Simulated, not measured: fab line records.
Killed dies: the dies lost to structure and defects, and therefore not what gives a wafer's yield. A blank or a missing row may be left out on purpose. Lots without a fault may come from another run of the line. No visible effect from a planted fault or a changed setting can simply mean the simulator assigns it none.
Chamber matching | flow sky130 | SKY_VIA4_ETCH_12 on rie diel-03: 4 sister chambers
The step etches SiO2 in C4F8/O2/Ar, stops on TiN, target depth 580 nm. 4 wafers are shown with their chamber, then 8 later ones without.

## WAFERS PAIRED WITH THEIR CHAMBERS
wafer  | chamber | oes product au (a.u.)
L079.1 | 3       | 0.923
L082.3 | 1       | 0.928
L082.6 | 2       | 0.931
L087.2 | 0       | 0.923

## WAFERS MISSING THEIR CHAMBER
wafer  | oes product au (a.u.)
L087.4 | 0.937
L087.6 | 0.925
L089.2 | 0.927
L089.3 | 0.927
L089.5 | 0.921
L097.1 | 0.934
L097.2 | 0.924
L097.4 | 0.922

## CHAMBER TAKEN BY EACH
wafer  | from the rows above               | in truth
L087.4 | can't be placed: 2 or 1           | 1
L087.6 | can't be placed: 0 or 3 or 1 or 2 | 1
L089.2 | can't be placed: 1 or 0 or 2 or 3 | 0
L089.3 | can't be placed: 1 or 0 or 2 or 3 | 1
L089.5 | can't be placed: 0 or 3 or 1      | 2
L097.1 | can't be placed: 2 or 1           | 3
L097.2 | can't be placed: 0 or 3 or 1      | 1
L097.4 | can't be placed: 0 or 3 or 1      | 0
Correct placement for 0 of the 8. Cannot be placed on the basis of these rows: 8; the candidates contain the true chamber in 6. 0 placed wrongly.
How it was worked out, from the rows above alone: a wafer's distance from a chamber is the root of the sum, over the readings, of the square of ((its reading less the chamber's mean) divided by the reading's scatter). The wafer belongs to the nearest chamber; if the next one is less than 2 further off, it can't be placed. For every chamber, the mean is computed from those of its wafers that are shown. The scatter: with one shown wafer a chamber, the root of the mean of the squares of how far each hidden wafer lies from its nearest shown one.
